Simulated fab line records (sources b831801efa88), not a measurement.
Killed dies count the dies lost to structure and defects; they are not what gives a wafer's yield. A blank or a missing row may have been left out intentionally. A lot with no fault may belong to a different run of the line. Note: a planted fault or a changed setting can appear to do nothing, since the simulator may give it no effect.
Chamber matching | flow gf180mcu | GF_STI_ETCH_14 on rie si-01: 4 sister chambers
The step etches Si in HBr/Cl2/O2, target depth 360 nm, time 102.9 s. 4 wafers are shown with their chamber, then 8 later ones without.

EACH WAFER AND ITS CHAMBER
wafer  | chamber | oes product au (a.u.)
L294.5 | 0       | 0.995
L299.1 | 3       | 0.989
L299.5 | 2       | 0.980
L300.2 | 1       | 1.001

WAFERS WITHOUT THEIR CHAMBER
wafer  | oes product au (a.u.)
L300.4 | 1.002
L300.6 | 0.998
L303.3 | 0.971
L303.4 | 1.009
L303.6 | 0.984
L304.1 | 0.993
L304.4 | 0.985
L304.6 | 0.977

THE CHAMBER EACH PASSED THROUGH
wafer  | from the rows above          | in truth
L300.4 | can't be placed: 1 or 0      | 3
L300.6 | can't be placed: 1 or 0 or 3 | 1
L303.3 | can't be placed: 2 or 3      | 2
L303.4 | can't be placed: 1 or 0      | 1
L303.6 | can't be placed: 2 or 3 or 0 | 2
L304.1 | can't be placed: 0 or 3 or 1 | 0
L304.4 | can't be placed: 3 or 2 or 0 | 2
L304.6 | can't be placed: 2 or 3      | 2
Correct placement for 0 of the 8. Can't be placed from these rows: 8 (the true chamber is among the candidates in 7). Number placed wrongly: 0.
How it was worked out, from the rows above alone: a wafer's distance from a chamber is the root of the sum, over the readings, of the square of ((its reading less the chamber's mean) divided by the reading's scatter). If the next closest chamber is less than 2 further off than the closest, the wafer can't be placed; otherwise it belongs to the closest. A chamber's mean is the mean of its shown wafers. The scatter (one wafer shown for each chamber): square how far every hidden wafer sits from the nearest shown wafer, average those squares and take the square root.
